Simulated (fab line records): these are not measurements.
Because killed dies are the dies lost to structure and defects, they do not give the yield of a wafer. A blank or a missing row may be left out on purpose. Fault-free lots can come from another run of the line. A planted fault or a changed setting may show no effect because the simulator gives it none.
Chamber matching || flow gf180mcu || GF_V5_CMP_04 on cmp-01: 4 sister chambers
The step polishes SiO2. 18 wafers are shown with their chamber, then 9 later ones without.

== WAFERS, EACH WITH ITS CHAMBER ==
{"wafer": "L932.1", "chamber": 1, "motor current A (A)": 13.9, "slurry flow ml min": 149.8, "retaining ring pressure frac": 1.006}
{"wafer": "L932.4", "chamber": 0, "motor current A (A)": 12.1, "slurry flow ml min": 149.6, "retaining ring pressure frac": 1.004}
{"wafer": "L932.6", "chamber": 0, "motor current A (A)": 11.9, "slurry flow ml min": 149.9, "retaining ring pressure frac": 1.002}
{"wafer": "L936.1", "chamber": 0, "motor current A (A)": 12.9, "slurry flow ml min": 149.4, "retaining ring pressure frac": 1.001}
{"wafer": "L936.3", "chamber": 1, "motor current A (A)": 13.6, "slurry flow ml min": 149.4, "retaining ring pressure frac": 0.994}
{"wafer": "L936.4", "chamber": 3, "motor current A (A)": 13.9, "slurry flow ml min": 150.4, "retaining ring pressure frac": 0.999}
{"wafer": "L937.2", "chamber": 0, "motor current A (A)": 12.0, "slurry flow ml min": 150.0, "retaining ring pressure frac": 1.005}
{"wafer": "L937.3", "chamber": 2, "motor current A (A)": 13.7, "slurry flow ml min": 150.3, "retaining ring pressure frac": 1.009}
{"wafer": "L937.5", "chamber": 3, "motor current A (A)": 13.5, "slurry flow ml min": 150.2, "retaining ring pressure frac": 0.998}
{"wafer": "L938.1", "chamber": 3, "motor current A (A)": 13.8, "slurry flow ml min": 150.5, "retaining ring pressure frac": 1.003}
{"wafer": "L938.3", "chamber": 2, "motor current A (A)": 15.0, "slurry flow ml min": 149.9, "retaining ring pressure frac": 0.998}
{"wafer": "L938.5", "chamber": 3, "motor current A (A)": 13.0, "slurry flow ml min": 150.5, "retaining ring pressure frac": 0.995}
{"wafer": "L939.1", "chamber": 1, "motor current A (A)": 13.9, "slurry flow ml min": 149.9, "retaining ring pressure frac": 0.999}
{"wafer": "L939.2", "chamber": 3, "motor current A (A)": 13.2, "slurry flow ml min": 150.0, "retaining ring pressure frac": 1.001}
{"wafer": "L939.3", "chamber": 2, "motor current A (A)": 12.7, "slurry flow ml min": 150.7, "retaining ring pressure frac": 0.999}
{"wafer": "L948.4", "chamber": 1, "motor current A (A)": 13.6, "slurry flow ml min": 149.3, "retaining ring pressure frac": 1.006}
{"wafer": "L948.5", "chamber": 2, "motor current A (A)": 13.5, "slurry flow ml min": 149.8, "retaining ring pressure frac": 0.998}
{"wafer": "L948.6", "chamber": 3, "motor current A (A)": 13.6, "slurry flow ml min": 150.1, "retaining ring pressure frac": 0.994}

SIGNATURES, as means of the wafers listed above
{"reading": "motor current A", "chamber 0": 12.225, "chamber 1": 13.750, "chamber 2": 13.725, "chamber 3": 13.500, "scatter within a chamber": 0.538}
{"reading": "slurry flow ml min", "chamber 0": 149.725, "chamber 1": 149.600, "chamber 2": 150.175, "chamber 3": 150.283, "scatter within a chamber": 0.296}
{"reading": "retaining ring pressure frac", "chamber 0": 1.00300, "chamber 1": 1.00125, "chamber 2": 1.00100, "chamber 3": 0.99833, "scatter within a chamber": 0.00429}
Rule: for each reading, subtract the chamber's mean from the wafer's reading, divide by that reading's scatter and square the result; add these up over the readings and take the root, which gives the wafer's distance from the chamber. The wafer belongs to the nearest chamber; if the next one is less than 2 further off, it can't be placed. The scatter: the root of (the sum of the squares of (reading less its chamber's mean) over the shown wafers, divided by (wafers less chambers)).

== WAFERS WITHOUT THEIR CHAMBER ==
{"wafer": "L949.1", "motor current A (A)": 12.0, "slurry flow ml min": 150.9, "retaining ring pressure frac": 1.004}
{"wafer": "L949.5", "motor current A (A)": 14.2, "slurry flow ml min": 149.5, "retaining ring pressure frac": 1.007}
{"wafer": "L949.6", "motor current A (A)": 14.0, "slurry flow ml min": 150.0, "retaining ring pressure frac": 1.007}
{"wafer": "L950.1", "motor current A (A)": 14.4, "slurry flow ml min": 150.1, "retaining ring pressure frac": 1.002}
{"wafer": "L950.2", "motor current A (A)": 11.9, "slurry flow ml min": 150.1, "retaining ring pressure frac": 1.004}
{"wafer": "L950.4", "motor current A (A)": 13.7, "slurry flow ml min": 150.3, "retaining ring pressure frac": 0.995}
{"wafer": "L952.1", "motor current A (A)": 12.6, "slurry flow ml min": 149.9, "retaining ring pressure frac": 1.001}
{"wafer": "L952.2", "motor current A (A)": 13.1, "slurry flow ml min": 149.6, "retaining ring pressure frac": 1.003}
{"wafer": "L952.3", "motor current A (A)": 13.8, "slurry flow ml min": 150.7, "retaining ring pressure frac": 1.001}

== THE CHAMBER EACH PASSED THROUGH ==
{"wafer": "L949.1", "from the rows above": "can't be placed: 3 or 0 or 2 or 1", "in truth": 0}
{"wafer": "L949.5", "from the rows above": "can't be placed: 1 or 2 or 3", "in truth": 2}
{"wafer": "L949.6", "from the rows above": "can't be placed: 2 or 1 or 3 or 0", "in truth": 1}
{"wafer": "L950.1", "from the rows above": "can't be placed: 2 or 3 or 1", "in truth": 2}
{"wafer": "L950.2", "from the rows above": "can't be placed: 0 or 3", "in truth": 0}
{"wafer": "L950.4", "from the rows above": "can't be placed: 3 or 2 or 1", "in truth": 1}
{"wafer": "L952.1", "from the rows above": "can't be placed: 0 or 3 or 2 or 1", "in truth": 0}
{"wafer": "L952.2", "from the rows above": "can't be placed: 1 or 0 or 2 or 3", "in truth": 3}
{"wafer": "L952.3", "from the rows above": "can't be placed: 3 or 2", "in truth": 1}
Correctly placed: 0 of 9. These rows do not allow placing 9 (true chamber among the candidates in 8). 0 placed wrongly.
